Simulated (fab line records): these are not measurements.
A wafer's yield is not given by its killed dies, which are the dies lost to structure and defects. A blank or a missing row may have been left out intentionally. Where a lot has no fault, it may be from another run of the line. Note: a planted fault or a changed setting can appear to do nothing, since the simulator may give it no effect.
Problem report, 8D (eight disciplines) form, completed by code / flow sfq-line / the parts of the form that need people (team, actions taken, sign-off) are left out

== 1. PROBLEM STATEMENT ==
Wafers free of any fault read 0.891 ohm/sq (standard deviation 0.007) for M0_NB_RS at SFQ_M0_RS_MEAS_904, against a mean of 0.744 ohm/sq on 12 wafers of 4 lots. Relative to the usual mean, that is a shift of -21 standard deviations.
The step: measures by four-point-probe.
Seen first at day 6 16:22 on film-metro-03, wafer L984.3. The record has a number at this step for 48 wafers belonging to 16 lots. Rule for "out", or "out of limits": more than 4 standard deviations from the usual mean. The rest of the wafers with a number are treated as sound.

== 2. WHAT IT IS; WHAT IT IS NOT ==
question=which readings at this step | is=M0_NB_RS | is not=-
question=which lots | is=L984, L985, L986, L987 | is not=L100, L978, L979, L981, L982, L983, L988, L992, L995, L997, L998, L999
question=which wafers of those lots | is=all that have a number | is not=-
question=read on which gauges | is=film-metro-02, film-metro-03, film-metro-04 | is not=-
question=when | is=from day 6 16:22 | is not=up to then (15 sound wafers); but 21 sound wafers of L100, L988, L992, L995, L997, L998, L999 came after

== 3. SUSPECTS, AND WHAT RULES EACH OUT ==
Counting: a tool at a process step up to the reading stays a suspect if it ran every lot that is out and no sound lot after the first of them.
- the gauge at SFQ_M0_RS_MEAS_904 is ruled out. Those wafers that are out were read across 3 gauges (film-metro-02, film-metro-03, film-metro-04).
- pvd-sputter-06 at SFQ_TRILAYER_M0_DEP_SPUTTER_019 (material Nb, target thk 200 nm, time 133.3 s): ruled out as a lasting fault. Sound lots L100 ran on it after its first lot that is out, L984 (day 6 16:14).
Left after counting: nothing in the record.

== 4. THE CAUSE (what the simulator had put in) ==
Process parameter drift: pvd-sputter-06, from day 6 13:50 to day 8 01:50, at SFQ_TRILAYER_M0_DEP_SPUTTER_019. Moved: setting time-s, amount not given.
Counting ruled it out, wrongly: the rule takes a fault to strike every lot that its tool runs from its start on, and this one did not.

== 5. THE EFFECT CHAIN, in route order ==
Rows list readings where the struck wafers' mean (over those with a number) sits beyond 3 standard deviations from the usual. Scope: only readings with a usual standard deviation given in the record; hours: median across lots of the time from each lot's start at the first step in this table that gives one to its start at this step; sigmas: change in usual standard deviations.
hours=0; step=SFQ_M0_RS_MEAS_904; reading=M0_NB_RS; usual=0.891 ohm/sq; on struck wafers=0.744; change=-0.147; sigmas=-21
hours=52; step=SFQ_TRILAYER_M0_ETCH_METAL_ETCH_024; reading=oes-product-au; usual=0.894 a.u.; on struck wafers=0.986; change=+0.092; sigmas=+16
Its process steps:
- SFQ_TRILAYER_M0_ETCH_METAL_ETCH_024: etches Nb in Cl2/Ar, stops on SiO2, target depth 240 nm, time 120 s.

== 6. HOW IT WOULD HAVE BEEN CAUGHT EARLIER ==
Counted from the fault's start at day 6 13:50, it took 3 hours until the first out-of-limits reading at a measuring or inspecting step in this record, taken at day 6 16:22.
Of the tool readings at SFQ_TRILAYER_M0_DEP_SPUTTER_019 for which the record gives a usual standard deviation, none was out on any struck wafer, so an alarm limit of 4 standard deviations on them would not have fired.
